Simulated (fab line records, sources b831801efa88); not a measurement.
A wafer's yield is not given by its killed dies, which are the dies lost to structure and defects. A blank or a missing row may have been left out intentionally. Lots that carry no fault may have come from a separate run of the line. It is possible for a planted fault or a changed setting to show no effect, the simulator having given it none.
fab line records -- flow sky130
record lots=12, wafers=36, lastDay=50
route steps=708 shown LDD_P@259 LDD_HVN@277 LDD_HVP@285 PAD_OPEN@708
lots untouched by any fault: they come from a run of this same line in which no faults occurred
startH: hours from the record's first day to the start of the lot's first wafer shown -- waitH: how many hours have passed since the lot's step before this one -- " repeats the value in the row above -- L1.1+2: one row covering several wafers at once -- - no value, or no start was given -- * or withheld: withheld -- < > ~ a bound
route shown NAME@n: names a module that has steps shown in the file, with the first one's number in the route -- usual: mean and standard deviation over wafers with no fault -- same: alike in all rows -- chamber/n: place in a boat -- sites: each site's reading -- _std_site: standard deviation across them -- _edge_site: inner sites' mean taken away from outer sites' mean -- radiusMm: for every site, how far away it sits from the centre of the wafer -- mask NAME#n: copy n -- behind: tool/chamber where the wafer was last shaped -- hold: reason for holding the lot/hours on hold/outcome of the hold -- device: which transistor (n, p or np) failed to switch -- end of line: the route-end tests of the same wafers -- step lacking rows: just its recipe -- killed: count of dies lost to structure and defects at first sort (not the wafer's yield) -- map: a wafer's dies, marking killed ones x, the rest . and places with no die _
set.NAME: the setting the step ran with; set.NAME@STEP: the setting that earlier step ran with -- model.NAME: the simulator's own value behind a step, which no gauge read
the route's steps for a sample of lots (tables are steps, rows are wafers)
services: the hour from which a tool's chamber was out of use, counted from the record's first day as startH (under 0 if before that day), plus the number of hours and why
## steps
# step SKY_LDD_P_EXPOSE_04
# recipe maskId=PSDM, na=0.6, sourceShape=conventional, sigmaOuter=0.6, polarization=unpolarized, targetCdNm=380, doseMj=138
# usual stageVelMmS=500.04/0.22
lot.wafer,tool,chamber,startH,waitH,mask,stageVelMmS
L456.1,ilineStepper-01,0,432.82,-,PSDM#0,500.31
L456.4,ilineStepper-01,0,432.82,-,PSDM#0,500.09
L456.5,ilineStepper-01,0,432.82,-,PSDM#0,499.99
L457.2,ilineStepper-02,0,434.22,-,PSDM#0,499.97
L457.3,ilineStepper-02,0,434.22,-,PSDM#0,499.94
L457.6,ilineStepper-02,0,434.22,-,PSDM#0,499.82
L458.1,ilineStepper-01,0,441.30,-,PSDM#0,500.10
L458.2,ilineStepper-01,0,441.30,-,PSDM#0,499.97
L458.3,ilineStepper-01,0,441.30,-,PSDM#0,500.61
L459.1,ilineStepper-01,0,447.47,-,PSDM#0,500.07
L459.3,ilineStepper-01,0,447.47,-,PSDM#0,499.90
L459.4,ilineStepper-01,0,447.47,-,PSDM#0,500.14
L460.2,ilineStepper-01,0,462.04,-,PSDM#0,499.93
L460.3,ilineStepper-01,0,462.04,-,PSDM#0,500.14
L460.5,ilineStepper-01,0,462.04,-,PSDM#0,500.32
L462.1,ilineStepper-02,0,475.91,-,PSDM#0,499.68
L462.2,ilineStepper-02,0,475.91,-,PSDM#0,500.50
L462.4,ilineStepper-02,0,475.91,-,PSDM#0,500.19
L463.3,ilineStepper-02,0,487.94,-,PSDM#0,500.04
L463.4,ilineStepper-02,0,487.94,-,PSDM#0,499.71
L463.6,ilineStepper-02,0,487.94,-,PSDM#0,499.77
L464.2,ilineStepper-02,0,491.51,-,PSDM#0,500.24
L464.4,ilineStepper-02,0,491.51,-,PSDM#0,499.98
L464.6,ilineStepper-02,0,491.51,-,PSDM#0,500.23
L468.1,ilineStepper-02,0,534.35,-,HVPTM#0,500.16
L468.3,ilineStepper-02,0,534.35,-,HVPTM#0,500.27
L468.5,ilineStepper-02,0,534.35,-,HVPTM#0,500.26
L477.1,ilineStepper-02,0,599.81,-,PSDM#0,500.09
L477.3,ilineStepper-02,0,599.81,-,PSDM#0,500.03
L477.4,ilineStepper-02,0,599.81,-,PSDM#0,500.06
L479.1,ilineStepper-01,0,625.80,-,PSDM#0,499.74
L479.3,ilineStepper-01,0,625.80,-,PSDM#0,500.02
L479.6,ilineStepper-01,0,625.80,-,PSDM#0,499.89
L478.4,ilineStepper-01,0,626.68,-,PSDM#0,500.23
L478.5,ilineStepper-01,0,626.68,-,PSDM#0,500.22
L478.6,ilineStepper-01,0,626.68,-,PSDM#0,500.00
# step SKY_LDD_P_CD_MEAS_07
# recipe targetCdNm=380
# usual cdNm=379.8/2.7
lot.wafer,tool,chamber,startH,waitH,cdNm
L456.1,cdSem-02,-,448.34,0.1,378.8
L456.4,cdSem-02,-,448.34,0.1,379.9
L456.5,cdSem-02,-,448.34,0.1,378.0
L457.2,cdSem-02,-,450.11,0.1,378.9
L457.3,cdSem-02,-,450.11,0.1,380.0
L457.6,cdSem-02,-,450.11,0.1,376.8
L458.1,cdSem-01,-,456.97,0.1,377.4
L458.2,cdSem-01,-,456.97,0.1,378.2
L458.3,cdSem-01,-,456.97,0.1,379.0
L459.1,cdSem-01,-,462.52,0.1,378.1
L459.3,cdSem-01,-,462.52,0.1,379.4
L459.4,cdSem-01,-,462.52,0.1,379.6
L460.2,cdSem-02,-,477.04,0.1,380.9
L460.3,cdSem-02,-,477.04,0.1,382.6
L460.5,cdSem-02,-,477.04,0.1,379.7
L462.1,cdSem-02,-,491.79,0.1,384.5
L462.2,cdSem-02,-,491.79,0.1,383.1
L462.4,cdSem-02,-,491.79,0.1,383.7
L463.3,cdSem-01,-,503.06,0.1,377.2
L463.4,cdSem-01,-,503.06,0.1,378.3
L463.6,cdSem-01,-,503.06,0.1,377.8
L464.2,cdSem-01,-,506.56,0.1,384.2
L464.4,cdSem-01,-,506.56,0.1,381.5
L464.6,cdSem-01,-,506.56,0.1,382.9
L468.1,cdSem-02,-,549.74,0.1,-
L468.3,cdSem-02,-,549.74,0.1,-
L468.5,cdSem-02,-,549.74,0.1,-
L477.1,cdSem-01,-,614.19,0.1,380.1
L477.3,cdSem-01,-,614.19,0.1,378.6
L477.4,cdSem-01,-,614.19,0.1,378.1
L479.1,cdSem-02,-,639.27,0.1,385.7
L479.3,cdSem-02,-,639.27,0.1,387.1
L479.6,cdSem-02,-,639.27,0.1,387.4
L478.4,cdSem-01,-,641.50,0.1,378.2
L478.5,cdSem-01,-,641.50,0.1,379.2
L478.6,cdSem-01,-,641.50,0.1,378.0
# step SKY_LDD_P_TW_MEAS_11
# usual LDD_P_TW=638/7.4
lot.wafer,tool,chamber,startH,waitH,hold,LDD_P_TW
L456.1,filmMetro-02,-,448.74,0.1,-,633
L456.4,filmMetro-02,-,448.74,0.1,-,628
L456.5,filmMetro-02,-,448.74,0.1,-,628
L457.2,filmMetro-04,-,450.50,0.1,-,643
L457.3,filmMetro-04,-,450.50,0.1,-,646
L457.6,filmMetro-04,-,450.50,0.1,-,642
L458.1,filmMetro-03,-,457.38,0.1,-,637
L458.2,filmMetro-03,-,457.38,0.1,-,640
L458.3,filmMetro-03,-,457.38,0.1,-,641
L459.1,filmMetro-03,-,462.93,0.1,-,641
L459.3,filmMetro-03,-,462.93,0.1,-,642
L459.4,filmMetro-03,-,462.93,0.1,-,642
L460.2,filmMetro-04,-,477.44,0.1,-,640
L460.3,filmMetro-04,-,477.44,0.1,-,644
L460.5,filmMetro-04,-,477.44,0.1,-,645
L462.1,filmMetro-02,-,492.19,0.1,-,630
L462.2,filmMetro-02,-,492.19,0.1,-,632
L462.4,filmMetro-02,-,492.19,0.1,-,630
L463.3,filmMetro-02,-,503.45,0.1,-,627
L463.4,filmMetro-02,-,503.45,0.1,-,630
L463.6,filmMetro-02,-,503.45,0.1,-,632
L464.2,filmMetro-03,-,506.95,0.1,-,640
L464.4,filmMetro-03,-,506.95,0.1,-,638
L464.6,filmMetro-03,-,506.95,0.1,-,640
L468.1,filmMetro-02,-,550.14,0.1,awaitDispo/0.2h/release,30
L468.3,filmMetro-02,-,550.14,0.1,awaitDispo/0.2h/release,30
L468.5,filmMetro-02,-,550.14,0.1,awaitDispo/0.2h/release,30
L468.1,filmMetro-02,-,550.37,0.2,-,30
L468.3,filmMetro-02,-,550.37,0.2,-,30
L468.5,filmMetro-02,-,550.37,0.2,-,30
L477.1,filmMetro-04,-,614.59,0.1,-,646
L477.3,filmMetro-04,-,614.59,0.1,-,647
L477.4,filmMetro-04,-,614.59,0.1,-,651
L479.1,filmMetro-04,-,639.68,0.1,-,643
L479.3,filmMetro-04,-,639.68,0.1,-,639
L479.6,filmMetro-04,-,639.68,0.1,-,641
L478.4,filmMetro-02,-,641.87,0.1,-,633
L478.5,filmMetro-02,-,641.87,0.1,-,631
L478.6,filmMetro-02,-,641.87,0.1,-,632
# step SKY_LDD_HVN_TW_MEAS_10
# usual LDD_HVN_TW=1446/16
lot.wafer,tool,chamber,startH,waitH,LDD_HVN_TW
L456.1,filmMetro-04,-,479.81,0.1,1460
L456.4,filmMetro-04,-,479.81,0.1,1456
L456.5,filmMetro-04,-,479.81,0.1,1454
L457.2,filmMetro-03,-,482.10,0.1,1464
L457.3,filmMetro-03,-,482.10,0.1,1455
L457.6,filmMetro-03,-,482.10,0.1,1458
L458.1,filmMetro-04,-,488.74,0.1,1470
L458.2,filmMetro-04,-,488.74,0.1,1462
L458.3,filmMetro-04,-,488.74,0.1,1467
L459.1,filmMetro-01,-,493.86,0.1,1431
L459.3,filmMetro-01,-,493.86,0.1,1427
L459.4,filmMetro-01,-,493.86,0.1,1431
L460.2,filmMetro-01,-,508.70,0.1,1436
L460.3,filmMetro-01,-,508.70,0.1,1439
L460.5,filmMetro-01,-,508.70,0.1,1430
L462.1,filmMetro-01,-,523.59,0.1,1426
L462.2,filmMetro-01,-,523.59,0.1,1435
L462.4,filmMetro-01,-,523.59,0.1,1429
L463.3,filmMetro-04,-,534.11,0.1,1467
L463.4,filmMetro-04,-,534.11,0.1,1465
L463.6,filmMetro-04,-,534.11,0.1,1466
L464.2,filmMetro-04,-,538.45,0.1,1458
L464.4,filmMetro-04,-,538.45,0.1,1463
L464.6,filmMetro-04,-,538.45,0.1,1465
L477.1,filmMetro-01,-,643.35,0.1,1421
L477.3,filmMetro-01,-,643.35,0.1,1426
L477.4,filmMetro-01,-,643.35,0.1,1431
L479.1,filmMetro-03,-,668.49,0.1,1441
L479.3,filmMetro-03,-,668.49,0.1,1445
L479.6,filmMetro-03,-,668.49,0.1,1446
L478.4,filmMetro-01,-,670.72,0.1,1425
L478.5,filmMetro-01,-,670.72,0.1,1427
L478.6,filmMetro-01,-,670.72,0.1,1425
# step SKY_LDD_HVP_OVL_MEAS_07
# usual LDD_HVP_OVL=-0.2/1.5
lot.wafer,tool,chamber,startH,waitH,LDD_HVP_OVL[nm]
L456.1,overlay-02,-,510.39,0.1,1.9
L456.4,overlay-02,-,510.39,0.1,0.4
L456.5,overlay-02,-,510.39,0.1,0.7
L457.2,overlay-02,-,512.36,0.1,-1.9
L457.3,overlay-02,-,512.36,0.1,-0.4
L457.6,overlay-02,-,512.36,0.1,-0.6
L458.1,overlay-02,-,519.89,0.1,-1.7
L458.2,overlay-02,-,519.89,0.1,-1.2
L458.3,overlay-02,-,519.89,0.1,-0.7
L459.1,overlay-01,-,524.49,0.1,-0.5
L459.3,overlay-01,-,524.49,0.1,-0.2
L459.4,overlay-01,-,524.49,0.1,0.1
L460.2,overlay-01,-,538.46,0.1,-0.6
L460.3,overlay-01,-,538.46,0.1,0.3
L460.5,overlay-01,-,538.46,0.1,0.7
L462.1,overlay-01,-,553.50,0.1,-0.9
L462.2,overlay-01,-,553.50,0.1,-1.4
L462.4,overlay-01,-,553.50,0.1,-2.0
L463.3,overlay-01,-,564.29,0.1,-0.6
L463.4,overlay-01,-,564.29,0.1,-1.0
L463.6,overlay-01,-,564.29,0.1,-1.5
L464.2,overlay-02,-,568.29,0.1,3.9
L464.4,overlay-02,-,568.29,0.1,3.0
L464.6,overlay-02,-,568.29,0.1,2.4
L477.1,overlay-01,-,672.09,0.1,-2.5
L477.3,overlay-01,-,672.09,0.1,-3.6
L477.4,overlay-01,-,672.09,0.1,-2.4
L479.1,overlay-01,-,696.07,0.1,-0.3
L479.3,overlay-01,-,696.07,0.1,-0.7
L479.6,overlay-01,-,696.07,0.1,-0.3
L478.4,overlay-02,-,698.22,0.1,0.0
L478.5,overlay-02,-,698.22,0.1,-2.3
L478.6,overlay-02,-,698.22,0.1,0.1
# step SKY_LDD_HVP_TW_MEAS_10
# usual LDD_HVP_TW=453/3.9
lot.wafer,tool,chamber,startH,waitH,LDD_HVP_TW
L456.1,filmMetro-01,-,510.67,0.1,454
L456.4,filmMetro-01,-,510.67,0.1,455
L456.5,filmMetro-01,-,510.67,0.1,456
L457.2,filmMetro-01,-,512.65,0.1,456
L457.3,filmMetro-01,-,512.65,0.1,454
L457.6,filmMetro-01,-,512.65,0.1,456
L458.1,filmMetro-02,-,520.17,0.1,451
L458.2,filmMetro-02,-,520.17,0.1,451
L458.3,filmMetro-02,-,520.17,0.1,450
L459.1,filmMetro-02,-,524.77,0.1,452
L459.3,filmMetro-02,-,524.77,0.1,447
L459.4,filmMetro-02,-,524.77,0.1,451
L460.2,filmMetro-01,-,538.75,0.1,453
L460.3,filmMetro-01,-,538.75,0.1,454
L460.5,filmMetro-01,-,538.75,0.1,455
L462.1,filmMetro-03,-,553.79,0.1,462
L462.2,filmMetro-03,-,553.79,0.1,461
L462.4,filmMetro-03,-,553.79,0.1,462
L463.3,filmMetro-02,-,564.58,0.1,453
L463.4,filmMetro-02,-,564.58,0.1,450
L463.6,filmMetro-02,-,564.58,0.1,455
L464.2,filmMetro-01,-,568.58,0.1,456
L464.4,filmMetro-01,-,568.58,0.1,456
L464.6,filmMetro-01,-,568.58,0.1,454
L477.1,filmMetro-03,-,672.37,0.1,461
L477.3,filmMetro-03,-,672.37,0.1,459
L477.4,filmMetro-03,-,672.37,0.1,462
L479.1,filmMetro-01,-,696.36,0.1,456
L479.3,filmMetro-01,-,696.36,0.1,455
L479.6,filmMetro-01,-,696.36,0.1,455
L478.4,filmMetro-02,-,698.52,0.1,448
L478.5,filmMetro-02,-,698.52,0.1,450
L478.6,filmMetro-02,-,698.52,0.1,453
# step SKY_PAD_OPEN_PROBE_99
# usual defectLimitedYield=82.5/2, killed_at_M0_to_M3=44/7.4, killed_at_M4_up=3.0/1.8, killedAtContacts=24/5.1, killedAtFrontEnd=15/4.3, killedAtOther=0.3/0.54, killedDies=86/9.9, killedOnRim=17/3.9, killedOpen=47/7.1, killedShort=38/6.7, sort_bin_3_pad_short=0.8/0.39, sort_bin_5_function=10.4/1.5, sort_bin_6_memory=6.2/1.2, sortNPass=406/9.9, sortYieldPct=82.5/2
# same grossDies=492, killedAtBackSide=0, sort_bin_4_leakage[%]=0, sort_bin_8_speed[%]=0
lot.wafer,tool,chamber,startH,waitH,defectLimitedYield[%],killed_at_M0_to_M3,killed_at_M4_up,killedAtContacts,killedAtFrontEnd,killedAtOther,killedDies,killedOnRim,killedOpen,killedShort,sort_bin_3_pad_short[%],sort_bin_5_function[%],sort_bin_6_memory[%],sortNPass,sortYieldPct[%]
L456.1,prober-02,-,1090.59,0.1,82.3,48,1,19,17,2,87,18,50,37,1.0,10.8,5.9,405,82.3
L456.4,prober-02,-,1090.74,0.2,79.9,56,6,25,11,1,99,20,57,42,1.2,12.4,6.5,393,79.9
L456.5,prober-02,-,1090.79,0.2,82.3,45,2,24,16,0,87,20,50,37,1.0,11.4,5.3,405,82.3
L457.2,prober-02,-,1094.22,0.1,83.9,42,4,25,8,0,79,16,42,37,0.2,10.0,5.9,413,83.9
L457.3,prober-02,-,1094.27,0.2,81.1,59,3,20,11,0,93,23,45,48,0.2,12.6,6.1,399,81.1
L457.6,prober-02,-,1094.42,0.2,82.9,48,1,20,15,0,84,21,53,31,0.8,8.7,7.5,408,82.9
L458.1,prober-01,-,1097.29,0.1,86.0,33,1,21,12,2,69,11,40,29,0,8.5,5.5,423,86.0
L458.2,prober-01,-,1097.34,0.1,88.2,28,2,20,7,1,58,11,41,17,0.6,7.9,3.3,434,88.2
L458.3,prober-01,-,1097.39,0.2,82.9,38,6,22,17,1,84,11,53,31,0.6,11.6,4.9,408,82.9
L459.1,prober-02,-,1098.79,0.1,86.6,25,4,25,12,0,66,12,32,34,0.6,9.3,3.5,426,86.6
L459.3,prober-02,-,1098.89,0.2,83.1,44,1,21,17,0,83,20,36,47,0.8,11.2,4.9,409,83.1
L459.4,prober-02,-,1098.94,0.2,85.8,40,2,16,12,0,70,16,38,32,0.6,7.9,5.7,422,85.8
L460.2,prober-01,-,1110.49,0.1,81.9,49,3,24,13,0,89,22,48,41,1.6,10.6,5.9,403,81.9
L460.3,prober-01,-,1110.54,0.2,82.1,51,4,21,12,0,88,14,41,47,0.8,11.6,5.5,404,82.1
L460.5,prober-01,-,1110.64,0.2,82.1,44,3,33,8,0,88,14,57,31,0.6,10.6,6.7,404,82.1
L462.1,prober-01,-,1118.60,0.1,84.8,42,4,18,10,1,75,11,46,29,0.4,9.3,5.5,417,84.8
L462.2,prober-01,-,1118.65,0.1,82.9,40,5,25,14,0,84,15,48,36,0.8,10.4,5.9,408,82.9
L462.4,prober-01,-,1118.75,0.2,77.4,53,4,35,18,1,111,16,63,48,0.8,14.2,7.5,381,77.4
L463.3,prober-02,-,1128.18,0.2,83.7,37,4,20,19,0,80,19,36,44,0.8,11.0,4.5,412,83.7
L463.4,prober-02,-,1128.23,0.2,85.2,32,6,23,12,0,73,17,36,37,0.6,11.0,3.3,419,85.2
L463.6,prober-02,-,1128.33,0.2,87.6,30,4,11,16,0,61,12,35,26,0.8,8.1,3.5,431,87.6
L464.2,prober-01,-,1132.20,0.1,82.1,42,1,34,11,0,88,17,49,39,0.2,11.0,6.7,404,82.1
L464.4,prober-01,-,1132.30,0.2,82.5,48,2,21,15,0,86,21,44,42,1.0,10.2,6.3,406,82.5
L464.6,prober-01,-,1132.40,0.2,83.5,37,1,29,14,0,81,19,42,39,0.8,8.7,6.9,411,83.5
L477.1,prober-01,-,1195.44,0.1,80.7,50,4,22,19,0,95,25,51,44,0.6,10.0,8.7,397,80.7
L477.3,prober-01,-,1195.54,0.2,86.2,40,3,13,12,0,68,16,39,29,0.8,7.1,5.9,424,86.2
L477.4,prober-01,-,1195.59,0.2,82.1,47,2,24,14,1,88,14,46,42,1.0,9.6,7.3,404,82.1
L479.1,prober-02,-,1208.64,0.1,82.9,43,1,20,18,2,84,13,48,36,0.8,10.4,5.9,408,82.9
L479.3,prober-02,-,1208.74,0.2,82.9,43,5,20,15,1,84,14,39,45,0.6,10.8,5.7,408,82.9
L479.6,prober-02,-,1208.89,0.2,82.3,45,6,20,16,0,87,16,44,43,0.6,11.2,5.9,405,82.3
L478.4,prober-02,-,1211.79,0.2,84.3,46,2,21,8,0,77,16,36,41,1.0,10.2,4.5,415,84.3
L478.5,prober-02,-,1211.84,0.2,80.5,50,0,24,22,0,96,21,54,42,0.4,12.4,6.7,396,80.5
L478.6,prober-02,-,1211.89,0.2,83.9,37,0,26,16,0,79,12,49,30,1.0,8.7,6.3,413,83.9
# killed by level:class
L456.1 VIA1:geometricParticle:open=12 CONTACT:geometricParticle:open=9 VIA2:geometricParticle:open=6 FIELD_ISO:geometricParticle:open=5 CONTACT:geometricParticle:short=5 METAL3:geometricParticle:short=5 METAL2:geometricParticle:short=4 VIA2:geometricParticle:short=4
L456.4 VIA1:geometricParticle:open=15 VIA3:geometricParticle:open=8 LI_CONTACT:geometricParticle:open=8 CONTACT:geometricParticle:open=7 METAL1:geometricParticle:short=6 VIA2:geometricParticle:open=6 VIA1:geometricParticle:short=6 METAL3:geometricParticle:short=5
L456.5 VIA1:geometricParticle:open=12 CONTACT:geometricParticle:short=8 CONTACT:geometricParticle:open=7 VIA3:geometricParticle:open=7 LI_CONTACT:geometricParticle:open=6 FIELD_ISO:geometricParticle:open=5 METAL2:geometricParticle:short=5 FIELD_ISO:geometricParticle:short=4
L457.2 CONTACT:geometricParticle:open=10 LI_CONTACT:geometricParticle:open=8 VIA1:geometricParticle:open=8 METAL2:geometricParticle:short=6 VIA3:geometricParticle:open=6 CONTACT:geometricParticle:short=4 METAL1:geometricParticle:short=4 VIA2:geometricParticle:open=4
L457.3 VIA1:geometricParticle:open=15 CONTACT:geometricParticle:short=9 METAL1:geometricParticle:short=8 METAL2:geometricParticle:short=8 VIA1:geometricParticle:short=7 VIA2:geometricParticle:open=6 POLY_GATE:geometricParticle:open=4 LI_CONTACT:geometricParticle:open=4
L457.6 CONTACT:geometricParticle:open=15 VIA1:geometricParticle:open=9 METAL2:geometricParticle:short=9 VIA2:geometricParticle:open=7 VIA3:geometricParticle:open=7 FIELD_ISO:geometricParticle:open=5 VIA1:geometricParticle:short=4 VIA3:geometricParticle:short=4
L458.1 VIA1:geometricParticle:open=7 VIA3:geometricParticle:open=7 CONTACT:geometricParticle:open=6 LI_CONTACT:geometricParticle:open=6 METAL1:geometricParticle:short=6 FIELD_ISO:geometricParticle:short=5 VIA2:geometricParticle:open=5 LI_CONTACT:geometricParticle:short=4
L458.2 CONTACT:geometricParticle:open=12 VIA1:geometricParticle:open=8 VIA2:geometricParticle:open=5 VIA3:geometricParticle:open=5 LI_CONTACT:geometricParticle:open=3 CONTACT:geometricParticle:short=3 METAL1:geometricParticle:open=2 METAL2:geometricParticle:short=2
L458.3 VIA1:geometricParticle:open=14 LI_CONTACT:geometricParticle:open=8 CONTACT:geometricParticle:open=7 VIA3:geometricParticle:open=6 METAL1:geometricParticle:short=4 SPACER:geometricParticle:open=4 VIA1:geometricParticle:short=4 METAL4:geometricParticle:short=4
L459.1 CONTACT:geometricParticle:open=11 LI_CONTACT:geometricParticle:open=6 CONTACT:geometricParticle:short=6 METAL1:geometricParticle:short=5 VIA1:geometricParticle:short=4 METAL4:geometricParticle:short=4 FIELD_ISO:geometricParticle:open=3 POLY_CUT:geometricParticle:short=3
L459.3 VIA1:geometricParticle:open=8 VIA2:geometricParticle:open=6 CONTACT:geometricParticle:short=6 METAL2:geometricParticle:short=6 METAL3:geometricParticle:short=6 VIA3:geometricParticle:open=5 LI_CONTACT:geometricParticle:open=5 CONTACT:geometricParticle:open=5
L459.4 VIA1:geometricParticle:open=7 VIA2:geometricParticle:open=7 LI_CONTACT:geometricParticle:open=6 FIELD_ISO:geometricParticle:open=5 FIELD_ISO:geometricParticle:short=4 CONTACT:geometricParticle:short=4 VIA1:geometricParticle:short=4 VIA2:geometricParticle:short=4
L460.2 VIA1:geometricParticle:open=13 LI_CONTACT:geometricParticle:open=11 VIA2:geometricParticle:open=8 VIA3:geometricParticle:short=6 METAL1:geometricParticle:short=5 METAL2:geometricParticle:short=5 FIELD_ISO:geometricParticle:short=4 VIA1:geometricParticle:short=4
L460.3 VIA1:geometricParticle:open=15 LI_CONTACT:geometricParticle:open=7 CONTACT:geometricParticle:open=7 METAL1:geometricParticle:short=7 METAL2:geometricParticle:short=7 VIA3:geometricParticle:open=6 FIELD_ISO:geometricParticle:short=5 CONTACT:geometricParticle:short=5
L460.5 VIA1:geometricParticle:open=16 LI_CONTACT:geometricParticle:open=16 CONTACT:geometricParticle:open=8 VIA3:geometricParticle:open=6 LI_CONTACT:geometricParticle:short=5 VIA2:geometricParticle:open=5 VIA1:geometricParticle:short=5 METAL2:geometricParticle:short=3
L462.1 CONTACT:geometricParticle:open=10 VIA2:geometricParticle:open=8 VIA1:geometricParticle:open=7 VIA3:geometricParticle:open=7 METAL2:geometricParticle:short=5 LI_CONTACT:geometricParticle:open=4 VIA1:geometricParticle:short=4 CONTACT:geometricParticle:short=3
L462.2 CONTACT:geometricParticle:open=11 VIA3:geometricParticle:open=8 VIA1:geometricParticle:open=7 VIA2:geometricParticle:open=7 CONTACT:geometricParticle:short=6 POLY_GATE:geometricParticle:short=4 LI_CONTACT:geometricParticle:open=4 METAL1:geometricParticle:short=4
L462.4 CONTACT:geometricParticle:open=18 VIA1:geometricParticle:open=11 METAL1:geometricParticle:short=9 LI_CONTACT:geometricParticle:open=8 VIA2:geometricParticle:open=8 VIA1:geometricParticle:short=5 POLY_GATE:geometricParticle:short=4 LOCAL_INTERCONNECT:geometricParticle:short=4
L463.3 FIELD_ISO:geometricParticle:short=10 CONTACT:geometricParticle:open=9 VIA1:geometricParticle:open=7 METAL1:geometricParticle:short=7 VIA2:geometricParticle:open=5 METAL2:geometricParticle:short=5 LOCAL_INTERCONNECT:geometricParticle:short=4 VIA1:geometricParticle:short=4
L463.4 CONTACT:geometricParticle:open=8 LI_CONTACT:geometricParticle:open=7 VIA1:geometricParticle:open=7 METAL4:geometricParticle:short=6 VIA3:geometricParticle:open=6 POLY_GATE:geometricParticle:short=5 VIA2:geometricParticle:open=5 LOCAL_INTERCONNECT:geometricParticle:short=4
L463.6 VIA1:geometricParticle:open=6 FIELD_ISO:geometricParticle:open=5 VIA2:geometricParticle:open=5 METAL3:geometricParticle:short=5 POLY_GATE:geometricParticle:open=4 LI_CONTACT:geometricParticle:open=4 CONTACT:geometricParticle:open=4 FIELD_ISO:geometricParticle:short=3
L464.2 LI_CONTACT:geometricParticle:open=11 CONTACT:geometricParticle:open=11 CONTACT:geometricParticle:short=7 VIA2:geometricParticle:open=7 METAL2:geometricParticle:short=6 METAL1:geometricParticle:short=6 VIA1:geometricParticle:short=6 VIA1:geometricParticle:open=6
L464.4 VIA1:geometricParticle:open=15 METAL2:geometricParticle:short=9 LI_CONTACT:geometricParticle:open=7 POLY_GATE:geometricParticle:short=6 VIA1:geometricParticle:short=6 VIA3:geometricParticle:open=5 CONTACT:geometricParticle:open=5 FIELD_ISO:geometricParticle:open=4
L464.6 LI_CONTACT:geometricParticle:open=12 CONTACT:geometricParticle:open=6 METAL2:geometricParticle:short=6 VIA1:geometricParticle:open=5 FIELD_ISO:geometricParticle:short=4 METAL3:geometricParticle:short=4 LOCAL_INTERCONNECT:geometricParticle:short=4 CONTACT:geometricParticle:short=4
L477.1 VIA1:geometricParticle:open=16 VIA1:geometricParticle:short=9 LOCAL_INTERCONNECT:geometricParticle:short=6 FIELD_ISO:geometricParticle:open=5 FIELD_ISO:geometricParticle:short=5 VIA2:geometricParticle:open=5 LI_CONTACT:geometricParticle:open=5 VIA2:geometricParticle:short=5
L477.3 VIA1:geometricParticle:open=13 VIA2:geometricParticle:open=6 FIELD_ISO:geometricParticle:short=5 VIA3:geometricParticle:open=5 CONTACT:geometricParticle:open=4 VIA1:geometricParticle:short=4 VIA3:geometricParticle:short=4 SPACER:geometricParticle:open=3
L477.4 CONTACT:geometricParticle:open=10 VIA1:geometricParticle:open=8 VIA2:geometricParticle:open=8 LI_CONTACT:geometricParticle:open=7 VIA3:geometricParticle:short=7 VIA3:geometricParticle:open=6 SPACER:geometricParticle:short=5 CONTACT:geometricParticle:short=5
L479.1 CONTACT:geometricParticle:open=11 VIA1:geometricParticle:open=10 VIA3:geometricParticle:open=7 FIELD_ISO:geometricParticle:open=5 METAL1:geometricParticle:short=5 POLY_GATE:geometricParticle:short=4 LI_CONTACT:geometricParticle:open=4 VIA1:geometricParticle:short=4
L479.3 METAL1:geometricParticle:short=9 VIA2:geometricParticle:open=8 VIA1:geometricParticle:open=6 LI_CONTACT:geometricParticle:open=5 METAL2:geometricParticle:short=5 CONTACT:geometricParticle:open=5 VIA1:geometricParticle:short=5 FIELD_ISO:geometricParticle:open=4
L479.6 VIA1:geometricParticle:open=14 VIA1:geometricParticle:short=11 CONTACT:geometricParticle:open=7 POLY_GATE:geometricParticle:open=5 METAL1:geometricParticle:short=5 FIELD_ISO:geometricParticle:open=3 FIELD_ISO:geometricParticle:short=3 LI_CONTACT:geometricParticle:short=3
L478.4 VIA2:geometricParticle:open=12 METAL2:geometricParticle:short=7 CONTACT:geometricParticle:short=6 VIA1:geometricParticle:open=6 VIA3:geometricParticle:short=5 VIA3:geometricParticle:open=5 CONTACT:geometricParticle:open=4 VIA1:geometricParticle:short=4
L478.5 VIA2:geometricParticle:open=11 FIELD_ISO:geometricParticle:open=9 VIA3:geometricParticle:open=8 CONTACT:geometricParticle:short=7 CONTACT:geometricParticle:open=7 METAL1:geometricParticle:short=7 VIA1:geometricParticle:open=6 FIELD_ISO:geometricParticle:short=5
L478.6 CONTACT:geometricParticle:open=12 LI_CONTACT:geometricParticle:open=7 VIA1:geometricParticle:open=7 FIELD_ISO:geometricParticle:open=6 VIA2:geometricParticle:open=5 CONTACT:geometricParticle:short=4 METAL1:geometricParticle:short=4 METAL2:geometricParticle:short=4
## services
tool,chamber,startH,hours,kind
ilineStepper-02,-,424.57,2.7,repair
ilineStepper-02,-,462.49,6.2,repair
ilineStepper-01,-,478.67,3.9,repair
ilineStepper-01,-,483.81,1.7,pm
ilineStepper-02,-,502.64,15.6,repair
ilineStepper-02,-,546.28,1.7,pm
ilineStepper-02,-,585.55,10.3,repair
ilineStepper-01,-,623.63,1.2,repair
## key
firstSign step=SKY_LDD_P_EXPOSE_04, reading=mask, direction=changed
effect step=SKY_LDD_P_CD_MEAS_07, reading=cdNm, direction=missing
effect step=SKY_LDD_P_TW_MEAS_11, reading=visit, direction=added
effect step=SKY_LDD_P_TW_MEAS_11, reading=LDD_P_TW, direction=down, sigmas=82, usual=638, struck=30
metAt SKY_LDD_P_EXPOSE_04
struckLots L468
scrappedBehind SKY_LDD_P_TW_MEAS_11 L468.1,L468.3,L468.5
notActingAt SKY_LDD_HVN_TW_MEAS_10,SKY_LDD_HVP_OVL_MEAS_07,SKY_LDD_HVP_TW_MEAS_10
onsetBetween 491.51 534.35
fault kind=wrongMask, tool=any, chamber=-, onsetH=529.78, steps=SKY_LDD_P_EXPOSE_04, auxCopy=HVPTM#0, scope=struckLotsOnly
